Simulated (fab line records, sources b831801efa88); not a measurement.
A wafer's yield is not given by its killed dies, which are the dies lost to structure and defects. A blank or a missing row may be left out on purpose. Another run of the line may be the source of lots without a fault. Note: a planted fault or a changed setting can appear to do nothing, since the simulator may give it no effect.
Which tool is to blame? || flow sky130 || 14 lots with 42 wafers sampled at 6 steps, on a route of 708 steps

## WHAT THE GAUGES SHOWED, per wafer
SKY_FIELD_ISO_CD_MEAS_13: the cd target is 150 nm. Usual: 150.4 nm for cdNm, sd 1.4.
{"lot": "L337", "measured": "day 2 05:14", "on": "cdSem-01", "cdNm (nm)": "151.2 151.8 153.8", "flag": ""}
{"lot": "L338", "measured": "day 2 09:55", "on": "cdSem-02", "cdNm (nm)": "149.7 149.9 151.1", "flag": ""}
{"lot": "L339", "measured": "day 2 14:15", "on": "cdSem-02", "cdNm (nm)": "148.5 148.7 149.2", "flag": ""}
{"lot": "L340", "measured": "day 2 19:22", "on": "cdSem-01", "cdNm (nm)": "150.1 151.3 152.0", "flag": ""}
{"lot": "L342", "measured": "day 3 06:34", "on": "cdSem-01", "cdNm (nm)": "149.9 150.4 150.8", "flag": ""}
{"lot": "L343", "measured": "day 3 11:46", "on": "cdSem-01", "cdNm (nm)": "152.6 150.3 150.4", "flag": ""}
{"lot": "L345", "measured": "day 4 12:49", "on": "cdSem-01", "cdNm (nm)": "151.9 150.8 151.2", "flag": ""}
{"lot": "L346", "measured": "day 4 13:43", "on": "cdSem-01", "cdNm (nm)": "151.6 151.4 151.2", "flag": ""}
{"lot": "L348", "measured": "day 4 13:46", "on": "cdSem-02", "cdNm (nm)": "150.9 150.2 150.8", "flag": ""}
{"lot": "L352", "measured": "day 5 09:43", "on": "cdSem-01", "cdNm (nm)": "147.0 148.6 148.1", "flag": ""}
{"lot": "L354", "measured": "day 5 21:34", "on": "cdSem-02", "cdNm (nm)": "152.9 150.5 151.7", "flag": ""}
{"lot": "L358", "measured": "day 6 17:41", "on": "cdSem-02", "cdNm (nm)": "150.8 149.5 150.6", "flag": ""}
{"lot": "L359", "measured": "day 6 22:16", "on": "cdSem-01", "cdNm (nm)": "149.8 150.2 149.4", "flag": ""}
{"lot": "L360", "measured": "day 7 04:23", "on": "cdSem-02", "cdNm (nm)": "151.1 150.3 150.2", "flag": ""}

SKY_FIELD_ISO_THK_MEAS_23. Usual: FIELD_ISO_OXIDATION_01_THK typically reads 9.98 nm, with standard deviation 0.2.
{"lot": "L337", "measured": "day 2 07:04", "on": "filmMetro-03", "FIELD_ISO_OXIDATION_01_THK (nm)": "9.63 9.60 9.54", "flag": ""}
{"lot": "L338", "measured": "day 2 12:29", "on": "filmMetro-04", "FIELD_ISO_OXIDATION_01_THK (nm)": "9.91 9.90 9.88", "flag": ""}
{"lot": "L339", "measured": "day 2 16:04", "on": "filmMetro-03", "FIELD_ISO_OXIDATION_01_THK (nm)": "10.12 10.17 10.26", "flag": ""}
{"lot": "L340", "measured": "day 2 21:13", "on": "filmMetro-01", "FIELD_ISO_OXIDATION_01_THK (nm)": "9.96 9.73 9.81", "flag": ""}
{"lot": "L342", "measured": "day 3 09:26", "on": "filmMetro-04", "FIELD_ISO_OXIDATION_01_THK (nm)": "10.12 10.13 10.13", "flag": ""}
{"lot": "L343", "measured": "day 3 14:48", "on": "filmMetro-01", "FIELD_ISO_OXIDATION_01_THK (nm)": "10.22 10.19 9.95", "flag": ""}
{"lot": "L345", "measured": "day 4 15:05", "on": "filmMetro-01", "FIELD_ISO_OXIDATION_01_THK (nm)": "10.22 10.28 10.15", "flag": ""}
{"lot": "L346", "measured": "day 4 15:49", "on": "filmMetro-01", "FIELD_ISO_OXIDATION_01_THK (nm)": "9.92 9.77 9.81", "flag": ""}
{"lot": "L348", "measured": "day 4 15:52", "on": "filmMetro-04", "FIELD_ISO_OXIDATION_01_THK (nm)": "10.00 9.71 9.74", "flag": ""}
{"lot": "L352", "measured": "day 5 11:50", "on": "filmMetro-04", "FIELD_ISO_OXIDATION_01_THK (nm)": "9.85 9.84 9.77", "flag": ""}
{"lot": "L354", "measured": "day 6 00:30", "on": "filmMetro-01", "FIELD_ISO_OXIDATION_01_THK (nm)": "10.25 10.17 9.95", "flag": ""}
{"lot": "L358", "measured": "day 6 19:59", "on": "filmMetro-04", "FIELD_ISO_OXIDATION_01_THK (nm)": "10.07 10.09 10.06", "flag": ""}
{"lot": "L359", "measured": "day 7 00:59", "on": "filmMetro-04", "FIELD_ISO_OXIDATION_01_THK (nm)": "10.06 9.95 10.18", "flag": ""}
{"lot": "L360", "measured": "day 7 06:13", "on": "filmMetro-03", "FIELD_ISO_OXIDATION_01_THK (nm)": "10.00 10.15 10.07", "flag": ""}

SKY_LDD_LDN_OVL_MEAS_07. Usual: LDD_LDN_OVL typically reads 0.3 nm, with standard deviation 1.3.
{"lot": "L337", "measured": "day 22 13:22", "on": "overlay-01", "LDD_LDN_OVL (nm)": "-2.0 0.0 1.2", "flag": ""}
{"lot": "L338", "measured": "day 22 17:49", "on": "overlay-01", "LDD_LDN_OVL (nm)": "-1.4 -1.2 0.6", "flag": ""}
{"lot": "L339", "measured": "day 23 04:58", "on": "overlay-01", "LDD_LDN_OVL (nm)": "1.4 0.8 0.7", "flag": ""}
{"lot": "L340", "measured": "day 23 15:55", "on": "overlay-01", "LDD_LDN_OVL (nm)": "-0.7 -0.1 1.3", "flag": ""}
{"lot": "L342", "measured": "day 24 09:49", "on": "overlay-01", "LDD_LDN_OVL (nm)": "-0.2 -2.3 0.3", "flag": ""}
{"lot": "L343", "measured": "day 24 18:34", "on": "overlay-01", "LDD_LDN_OVL (nm)": "-0.1 -1.6 -0.6", "flag": ""}
{"lot": "L346", "measured": "day 26 20:13", "on": "overlay-01", "LDD_LDN_OVL (nm)": "0.2 -1.4 -0.6", "flag": ""}
{"lot": "L352", "measured": "day 28 04:08", "on": "overlay-02", "LDD_LDN_OVL (nm)": "0.5 0.5 0.7", "flag": ""}
{"lot": "L354", "measured": "day 28 14:36", "on": "overlay-02", "LDD_LDN_OVL (nm)": "0.2 1.2 1.3", "flag": ""}
{"lot": "L358", "measured": "day 29 21:34", "on": "overlay-02", "LDD_LDN_OVL (nm)": "-0.1 1.5 2.1", "flag": ""}
{"lot": "L359", "measured": "day 30 07:40", "on": "overlay-02", "LDD_LDN_OVL (nm)": "0.4 1.4 0.6", "flag": ""}
{"lot": "L360", "measured": "day 30 19:22", "on": "overlay-01", "LDD_LDN_OVL (nm)": "-0.6 1.9 -0.7", "flag": ""}

## EACH LOT AND THE TOOL THAT RAN IT (in order: tool; ch and the chambers of the sampled wafers; start)
{"lot": "L337", "SKY_FIELD_ISO_ETCH_14": "rieDiel-03 ch 0,1, day 2 05:20", "SKY_FIELD_ISO_ETCH_15": "rieDiel-03 ch 0,1, day 2 05:23", "SKY_FIELD_ISO_STRIP_16": "plasmaAsher-04 ch 0,1, day 2 05:26"}
{"lot": "L338", "SKY_FIELD_ISO_ETCH_14": "rieDiel-03 ch 0,1,2, day 2 10:02", "SKY_FIELD_ISO_ETCH_15": "rieDiel-03 ch 0,1,2, day 2 10:04", "SKY_FIELD_ISO_STRIP_16": "plasmaAsher-01 ch 0,1, day 2 10:07"}
{"lot": "L339", "SKY_FIELD_ISO_ETCH_14": "rieDiel-04 ch 0,3, day 2 14:20", "SKY_FIELD_ISO_ETCH_15": "rieDiel-04 ch 0,3, day 2 14:22", "SKY_FIELD_ISO_STRIP_16": "plasmaAsher-04 ch 0,1, day 2 14:28"}
{"lot": "L340", "SKY_FIELD_ISO_ETCH_14": "rieDiel-03 ch 0,1,2, day 2 19:29", "SKY_FIELD_ISO_ETCH_15": "rieDiel-03 ch 0,1,2, day 2 19:31", "SKY_FIELD_ISO_STRIP_16": "plasmaAsher-04 ch 0,1, day 2 19:35"}
{"lot": "L342", "SKY_FIELD_ISO_ETCH_14": "rieDiel-03 ch 0,2,3, day 3 06:41", "SKY_FIELD_ISO_ETCH_15": "rieDiel-03 ch 0,2,3, day 3 06:43", "SKY_FIELD_ISO_STRIP_16": "plasmaAsher-02 ch 0,1, day 3 06:46"}
{"lot": "L343", "SKY_FIELD_ISO_ETCH_14": "rieDiel-01 ch 0,1,3, day 3 11:53", "SKY_FIELD_ISO_ETCH_15": "rieDiel-01 ch 0,1,3, day 3 11:55", "SKY_FIELD_ISO_STRIP_16": "plasmaAsher-01 ch 0,1, day 3 11:59"}
{"lot": "L345", "SKY_FIELD_ISO_ETCH_14": "rieDiel-03 ch 0,1,3, day 4 12:56", "SKY_FIELD_ISO_ETCH_15": "rieDiel-03 ch 0,1,3, day 4 12:58", "SKY_FIELD_ISO_STRIP_16": "plasmaAsher-01 ch 0, day 4 13:01"}
{"lot": "L346", "SKY_FIELD_ISO_ETCH_14": "rieDiel-01 ch 0,1,2, day 4 13:50", "SKY_FIELD_ISO_ETCH_15": "rieDiel-01 ch 0,1,2, day 4 13:52", "SKY_FIELD_ISO_STRIP_16": "plasmaAsher-04 ch 0,1, day 4 13:56"}
{"lot": "L348", "SKY_FIELD_ISO_ETCH_14": "rieDiel-03 ch 1,2, day 4 13:53", "SKY_FIELD_ISO_ETCH_15": "rieDiel-03 ch 1,2, day 4 13:56", "SKY_FIELD_ISO_STRIP_16": "plasmaAsher-01 ch 0,1, day 4 13:59"}
{"lot": "L352", "SKY_FIELD_ISO_ETCH_14": "rieDiel-04 ch 0,2,3, day 5 09:47", "SKY_FIELD_ISO_ETCH_15": "rieDiel-04 ch 0,2,3, day 5 09:49", "SKY_FIELD_ISO_STRIP_16": "plasmaAsher-04 ch 0,1, day 5 09:55"}
{"lot": "L354", "SKY_FIELD_ISO_ETCH_14": "rieDiel-01 ch 1,2,3, day 5 21:41", "SKY_FIELD_ISO_ETCH_15": "rieDiel-01 ch 1,2,3, day 5 21:43", "SKY_FIELD_ISO_STRIP_16": "plasmaAsher-04 ch 0,1, day 5 21:47"}
{"lot": "L358", "SKY_FIELD_ISO_ETCH_14": "rieDiel-04 ch 0,1,3, day 6 17:47", "SKY_FIELD_ISO_ETCH_15": "rieDiel-04 ch 0,1,3, day 6 17:49", "SKY_FIELD_ISO_STRIP_16": "plasmaAsher-04 ch 0, day 6 17:52"}
{"lot": "L359", "SKY_FIELD_ISO_ETCH_14": "rieDiel-04 ch 1,2,3, day 6 22:23", "SKY_FIELD_ISO_ETCH_15": "rieDiel-04 ch 1,2,3, day 6 22:25", "SKY_FIELD_ISO_STRIP_16": "plasmaAsher-04 ch 0,1, day 6 22:29"}
{"lot": "L360", "SKY_FIELD_ISO_ETCH_14": "rieDiel-03 ch 0,3, day 7 04:29", "SKY_FIELD_ISO_ETCH_15": "rieDiel-03 ch 0,3, day 7 04:31", "SKY_FIELD_ISO_STRIP_16": "plasmaAsher-01 ch 0,1, day 7 04:35"}
- SKY_FIELD_ISO_ETCH_14: etches BARC in N2/H2, stops on SiO2, time 45.9 s, target depth 60 nm.
- SKY_FIELD_ISO_ETCH_15: etches the open film in CHF3/O2, stops on Si, target depth 180 nm, time 72 s.
- SKY_FIELD_ISO_STRIP_16: strips in O2/N2.

## WHAT THE TOOLS THEMSELVES READ (means of the sampled wafers that have a number; where no wafer has one, the mark that the record gives instead)
SKY_FIELD_ISO_ETCH_14. Usual: drypumpMotorCurrentA 5.8 A, standard deviation 0.32; oesProductAu 0.855 a.u., standard deviation 0.005; runLengthS 74.1 s, standard deviation 0.47; throttleValvePct 13.225 %, standard deviation 0.0098.
{"lot": "L337", "tool": "rieDiel-03", "drypumpMotorCurrentA (A)": 5.8, "oesProductAu (a.u.)": 0.850, "runLengthS (s)": 74.2, "throttleValvePct (%)": 13.226, "flag": ""}
{"lot": "L338", "tool": "rieDiel-03", "drypumpMotorCurrentA (A)": 5.7, "oesProductAu (a.u.)": 0.854, "runLengthS (s)": 74.2, "throttleValvePct (%)": 13.233, "flag": ""}
{"lot": "L339", "tool": "rieDiel-04", "drypumpMotorCurrentA (A)": 5.7, "oesProductAu (a.u.)": 0.850, "runLengthS (s)": 74.2, "throttleValvePct (%)": 13.220, "flag": ""}
{"lot": "L340", "tool": "rieDiel-03", "drypumpMotorCurrentA (A)": 5.7, "oesProductAu (a.u.)": 0.855, "runLengthS (s)": 74.2, "throttleValvePct (%)": 13.233, "flag": ""}
{"lot": "L342", "tool": "rieDiel-03", "drypumpMotorCurrentA (A)": 5.5, "oesProductAu (a.u.)": 0.858, "runLengthS (s)": 73.8, "throttleValvePct (%)": 13.227, "flag": ""}
{"lot": "L343", "tool": "rieDiel-01", "drypumpMotorCurrentA (A)": 5.6, "oesProductAu (a.u.)": 0.852, "runLengthS (s)": 74.0, "throttleValvePct (%)": 13.220, "flag": ""}
{"lot": "L345", "tool": "rieDiel-03", "drypumpMotorCurrentA (A)": 5.7, "oesProductAu (a.u.)": 1.000, "runLengthS (s)": 49.9, "throttleValvePct (%)": 13.244, "flag": "OFF"}
{"lot": "L346", "tool": "rieDiel-01", "drypumpMotorCurrentA (A)": 5.9, "oesProductAu (a.u.)": 0.857, "runLengthS (s)": 74.1, "throttleValvePct (%)": 13.228, "flag": ""}
{"lot": "L348", "tool": "rieDiel-03", "drypumpMotorCurrentA (A)": 5.9, "oesProductAu (a.u.)": 0.997, "runLengthS (s)": 49.8, "throttleValvePct (%)": 13.237, "flag": "OFF"}
{"lot": "L352", "tool": "rieDiel-04", "drypumpMotorCurrentA (A)": 5.9, "oesProductAu (a.u.)": 0.851, "runLengthS (s)": 74.3, "throttleValvePct (%)": 13.224, "flag": ""}
{"lot": "L354", "tool": "rieDiel-01", "drypumpMotorCurrentA (A)": 5.7, "oesProductAu (a.u.)": 0.855, "runLengthS (s)": 74.2, "throttleValvePct (%)": 13.228, "flag": ""}
{"lot": "L358", "tool": "rieDiel-04", "drypumpMotorCurrentA (A)": 5.8, "oesProductAu (a.u.)": 0.849, "runLengthS (s)": 74.7, "throttleValvePct (%)": 13.221, "flag": ""}
{"lot": "L359", "tool": "rieDiel-04", "drypumpMotorCurrentA (A)": 6.0, "oesProductAu (a.u.)": 0.854, "runLengthS (s)": 74.2, "throttleValvePct (%)": 13.221, "flag": ""}
{"lot": "L360", "tool": "rieDiel-03", "drypumpMotorCurrentA (A)": 5.4, "oesProductAu (a.u.)": 0.858, "runLengthS (s)": 74.0, "throttleValvePct (%)": 13.226, "flag": ""}

SKY_FIELD_ISO_ETCH_15. Usual: drypumpMotorCurrentA 5.7 A, standard deviation 0.32; oesProductAu 0.949 a.u., standard deviation 0.0063; runLengthS 100.2 s, standard deviation 0.47; throttleValvePct 8.847 %, standard deviation 0.0085.
{"lot": "L337", "tool": "rieDiel-03", "drypumpMotorCurrentA (A)": 5.8, "oesProductAu (a.u.)": 0.952, "runLengthS (s)": 100.4, "throttleValvePct (%)": 8.846, "flag": ""}
{"lot": "L338", "tool": "rieDiel-03", "drypumpMotorCurrentA (A)": 5.7, "oesProductAu (a.u.)": 0.948, "runLengthS (s)": 100.0, "throttleValvePct (%)": 8.851, "flag": ""}
{"lot": "L339", "tool": "rieDiel-04", "drypumpMotorCurrentA (A)": 5.7, "oesProductAu (a.u.)": 0.952, "runLengthS (s)": 100.5, "throttleValvePct (%)": 8.846, "flag": ""}
{"lot": "L340", "tool": "rieDiel-03", "drypumpMotorCurrentA (A)": 5.7, "oesProductAu (a.u.)": 0.955, "runLengthS (s)": 100.3, "throttleValvePct (%)": 8.851, "flag": ""}
{"lot": "L342", "tool": "rieDiel-03", "drypumpMotorCurrentA (A)": 5.5, "oesProductAu (a.u.)": 0.949, "runLengthS (s)": 100.2, "throttleValvePct (%)": 8.845, "flag": ""}
{"lot": "L343", "tool": "rieDiel-01", "drypumpMotorCurrentA (A)": 5.6, "oesProductAu (a.u.)": 0.952, "runLengthS (s)": 100.2, "throttleValvePct (%)": 8.857, "flag": ""}
{"lot": "L345", "tool": "rieDiel-03", "drypumpMotorCurrentA (A)": 5.6, "oesProductAu (a.u.)": 0.375, "runLengthS (s)": 100.1, "throttleValvePct (%)": 8.679, "flag": "OFF"}
{"lot": "L346", "tool": "rieDiel-01", "drypumpMotorCurrentA (A)": 5.9, "oesProductAu (a.u.)": 0.952, "runLengthS (s)": 100.2, "throttleValvePct (%)": 8.852, "flag": ""}
{"lot": "L348", "tool": "rieDiel-03", "drypumpMotorCurrentA (A)": 5.9, "oesProductAu (a.u.)": 0.372, "runLengthS (s)": 100.7, "throttleValvePct (%)": 8.679, "flag": "OFF"}
{"lot": "L352", "tool": "rieDiel-04", "drypumpMotorCurrentA (A)": 5.8, "oesProductAu (a.u.)": 0.940, "runLengthS (s)": 100.3, "throttleValvePct (%)": 8.842, "flag": ""}
{"lot": "L354", "tool": "rieDiel-01", "drypumpMotorCurrentA (A)": 5.7, "oesProductAu (a.u.)": 0.952, "runLengthS (s)": 100.2, "throttleValvePct (%)": 8.848, "flag": ""}
{"lot": "L358", "tool": "rieDiel-04", "drypumpMotorCurrentA (A)": 5.9, "oesProductAu (a.u.)": 0.957, "runLengthS (s)": 100.3, "throttleValvePct (%)": 8.835, "flag": ""}
{"lot": "L359", "tool": "rieDiel-04", "drypumpMotorCurrentA (A)": 6.0, "oesProductAu (a.u.)": 0.947, "runLengthS (s)": 100.4, "throttleValvePct (%)": 8.847, "flag": ""}
{"lot": "L360", "tool": "rieDiel-03", "drypumpMotorCurrentA (A)": 5.4, "oesProductAu (a.u.)": 0.949, "runLengthS (s)": 100.1, "throttleValvePct (%)": 8.842, "flag": ""}

SKY_FIELD_ISO_STRIP_16. Usual: drypumpMotorCurrentA 5.4 A, standard deviation 0.43; oesProductAu 0.378 a.u., standard deviation 0.0045; stripTimeToEndpointS 3.55 s, standard deviation 0.037.
{"lot": "L337", "tool": "plasmaAsher-04", "drypumpMotorCurrentA (A)": 5.0, "oesProductAu (a.u.)": 0.383, "stripTimeToEndpointS (s)": 3.57, "flag": ""}
{"lot": "L338", "tool": "plasmaAsher-01", "drypumpMotorCurrentA (A)": 5.6, "oesProductAu (a.u.)": 0.381, "stripTimeToEndpointS (s)": 3.57, "flag": ""}
{"lot": "L339", "tool": "plasmaAsher-04", "drypumpMotorCurrentA (A)": 4.9, "oesProductAu (a.u.)": 0.377, "stripTimeToEndpointS (s)": 3.53, "flag": ""}
{"lot": "L340", "tool": "plasmaAsher-04", "drypumpMotorCurrentA (A)": 4.9, "oesProductAu (a.u.)": 0.378, "stripTimeToEndpointS (s)": 3.54, "flag": ""}
{"lot": "L342", "tool": "plasmaAsher-02", "drypumpMotorCurrentA (A)": 5.6, "oesProductAu (a.u.)": 0.378, "stripTimeToEndpointS (s)": 3.53, "flag": ""}
{"lot": "L343", "tool": "plasmaAsher-01", "drypumpMotorCurrentA (A)": 5.6, "oesProductAu (a.u.)": 0.379, "stripTimeToEndpointS (s)": 3.55, "flag": ""}
{"lot": "L345", "tool": "plasmaAsher-01", "drypumpMotorCurrentA (A)": 5.4, "oesProductAu (a.u.)": 0.386, "stripTimeToEndpointS (s)": 3.78, "flag": "OFF"}
{"lot": "L346", "tool": "plasmaAsher-04", "drypumpMotorCurrentA (A)": 5.0, "oesProductAu (a.u.)": 0.379, "stripTimeToEndpointS (s)": 3.55, "flag": ""}
{"lot": "L348", "tool": "plasmaAsher-01", "drypumpMotorCurrentA (A)": 5.6, "oesProductAu (a.u.)": 0.393, "stripTimeToEndpointS (s)": 3.84, "flag": "OFF"}
{"lot": "L352", "tool": "plasmaAsher-04", "drypumpMotorCurrentA (A)": 4.9, "oesProductAu (a.u.)": 0.382, "stripTimeToEndpointS (s)": 3.55, "flag": ""}
{"lot": "L354", "tool": "plasmaAsher-04", "drypumpMotorCurrentA (A)": 5.0, "oesProductAu (a.u.)": 0.380, "stripTimeToEndpointS (s)": 3.54, "flag": ""}
{"lot": "L358", "tool": "plasmaAsher-04", "drypumpMotorCurrentA (A)": 5.2, "oesProductAu (a.u.)": 0.374, "stripTimeToEndpointS (s)": 3.56, "flag": ""}
{"lot": "L359", "tool": "plasmaAsher-04", "drypumpMotorCurrentA (A)": 5.0, "oesProductAu (a.u.)": 0.380, "stripTimeToEndpointS (s)": 3.53, "flag": ""}
{"lot": "L360", "tool": "plasmaAsher-01", "drypumpMotorCurrentA (A)": 5.8, "oesProductAu (a.u.)": 0.377, "stripTimeToEndpointS (s)": 3.54, "flag": ""}

## THE ANSWER, worked out from the rows above alone
Rule: a lot counts as off when the mean over its wafers that have a number is more than 3 standard deviations away from the usual mean. A lot without any number at a reading at which 4 lots or more have one is off too. The other lots that the step has rows for count as sound. Order of review: gauges by route order, followed by the tools' own readings, for which a lot's mean as printed above is used. The first step at which some lot is off is used, and at that step the reading that is off furthest; a lot without a number counts as furthest.
Off: L345, L348, at SKY_FIELD_ISO_ETCH_14 (runLengthS).
If a tool, at that step or one of the process steps before it, ran each lot that is off and ran no sound lot following the first of them, it fits. No candidate that was tried fits.

## WHAT THE SIMULATOR HAD PUT IN
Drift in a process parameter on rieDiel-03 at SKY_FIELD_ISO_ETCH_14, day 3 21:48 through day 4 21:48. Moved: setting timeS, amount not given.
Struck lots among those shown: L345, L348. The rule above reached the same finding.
